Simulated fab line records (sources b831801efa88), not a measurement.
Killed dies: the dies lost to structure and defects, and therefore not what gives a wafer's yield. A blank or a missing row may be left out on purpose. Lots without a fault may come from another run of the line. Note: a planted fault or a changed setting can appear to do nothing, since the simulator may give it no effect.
A lot that was struck, set against a sound lot    flow sky130    20 steps out of a route of 708
Sound: the wafers L634.2, L634.4, L634.5. Wafers L624.2, L624.4, L624.6 were the ones struck. Last of all comes the cause.
Order at every step that has rows: each side's tool, ch and its chambers, its first start. Under that, the readings that differ: sound wafers    struck wafers    difference of the means    sigmas: that difference in standard deviations of wafers without a fault.
alike: readings with means less than 2 such deviations apart, plus words and numbers identical on both sides. not compared: withheld readings, readings lacking a value on some wafer, bounds such as >300 that could conceal the same value, and numbers that have no deviation in the record and whose values overlap.
A row with sigmas, a row that says differs or no value, or rows on one side alone: a step with any of these is where the two part. Non-overlapping numbers with no deviation appear without sigmas and do not part them. Lack of a reading on every wafer of one side parts them only where that side has two or more wafers.

SKY_RES_XHIGH_STRIP_08: strips in O2/N2.
  sound on plasma-asher-01 ch 0,1, day 31 19:23; struck on plasma-asher-04 ch 0,1, day 29 11:50
  alike: drypump-motor-current-A, oes-product-au, strip-time-to-endpoint-s
  not compared: rf-hours-counter-h
SKY_RES_XHIGH_TW_MEAS_09:
  sound on film-metro-03 at day 31 19:29; struck on film-metro-02 at day 29 11:56
  alike: RES_XHIGH_TW
then, 7 steps without rows for these wafers: SKY_SD_N_DEHYDRATE_00 (time 60 s); SKY_SD_N_HMDS_01 (prime time 60 s); SKY_SD_N_COAT_02 (resist thk 1140 nm); SKY_SD_N_SOFTBAKE_03 (time 60 s); SKY_SD_N_EXPOSE_04 (exposes mask NSDM, target cd 380 nm); SKY_SD_N_PEB_05; SKY_SD_N_DEVELOP_06 (develop time 60 s).
SKY_SD_N_CD_MEAS_07 targets a cd of 380 nm.
  sound on cd-sem-02 at day 32 22:19; struck on cd-sem-01 at day 30 15:43
  alike: cd-nm
SKY_SD_N_OVL_MEAS_08:
  sound on overlay-02 at day 32 22:25; struck on overlay-02 at day 30 15:49
  alike: SD_N_OVL
then, 1 step without rows for these wafers: SKY_SD_N_IMPLANT_09.
SKY_SD_N_IMPLANT_10:
  sound on implanter-01 ch 0, day 32 22:37; struck on implanter-04 ch 0, day 30 16:01
reading        sound                            struck                           difference  sigmas
beam-on-s (s)  10.1 10.3 10.1                   19.7 19.3 19.6                   +9.4        +17
dose-ions-cm2  1.0005e+14 1.0003e+14 1.001e+14  1.713e+14 1.7125e+14 1.7125e+14  +7.121e+13  +99 or more
SKY_SD_N_STRIP_11: strips in O2/N2.
  sound on plasma-asher-03 ch 0,1, day 32 22:45; struck on plasma-asher-02 ch 0,1, day 30 16:09
  alike: drypump-motor-current-A, oes-product-au, strip-time-to-endpoint-s
  not compared: rf-hours-counter-h
SKY_SD_N_TW_MEAS_12:
  sound on film-metro-03 at day 32 22:52; struck on film-metro-02 at day 30 16:16
  alike: SD_N_TW
then, 1 step without rows for these wafers: SKY_SD_N_CLEAN_13 (cleans in SC1/SC2, time 150 s).
SKY_SD_N_RTA_14: time 2 s.
  sound on rtp-anneal-01 ch 0, day 32 22:58; struck on rtp-anneal-01 ch 0, day 30 16:22
  alike: lamp-power-pct, ramp-up-c-per-s, wafer_temp_C_max
SKY_SD_N_RS_MEAS_16: a four-point-probe measurement.
  sound on film-metro-02 at day 32 23:09; struck on film-metro-03 at day 30 16:33
reading           sound              struck             difference  sigmas
SD_N_RS (ohm/sq)  68.57 68.48 68.55  66.80 66.58 66.69  -1.84       -14
SKY_SD_N_RS_MEAS_17: a four-point-probe measurement.
  sound on film-metro-02 at day 32 23:16; struck on film-metro-03 at day 30 16:40
  alike: SD_P_RS
-- a jump in the record: the struck wafers' starts before and after are 17 days apart (it breaks off in module SD_N and resumes in module PAD_OPEN, where the first step shown is number 708 of the route) --
SKY_PAD_OPEN_PROBE_99:
  sound on prober-02 at day 49 09:01; struck on prober-01 at day 47 17:54
reading                          sound              struck             difference  sigmas
model.etest.res-ndiff.rs-ohm-sq  121.3 121.9 121.9  116.5 116.2 115.8  -5.5        
  alike: killed_at_M0_to_M3, killed_at_M4_up, killed-at-contacts, killed-at-front-end, killed-at-other, killed-dies, killed-open, killed-short

== WHERE THEY PART ==
Last at SKY_SD_N_RS_MEAS_16 as far as this record goes, first at SKY_SD_N_IMPLANT_10. Later steps at which nothing parts them and some readings are alike: SKY_SD_N_RS_MEAS_17, SKY_PAD_OPEN_PROBE_99.

WHY: what had been put in by the simulator
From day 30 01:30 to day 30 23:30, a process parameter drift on implanter-04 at SKY_SD_N_IMPLANT_10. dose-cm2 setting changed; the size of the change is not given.
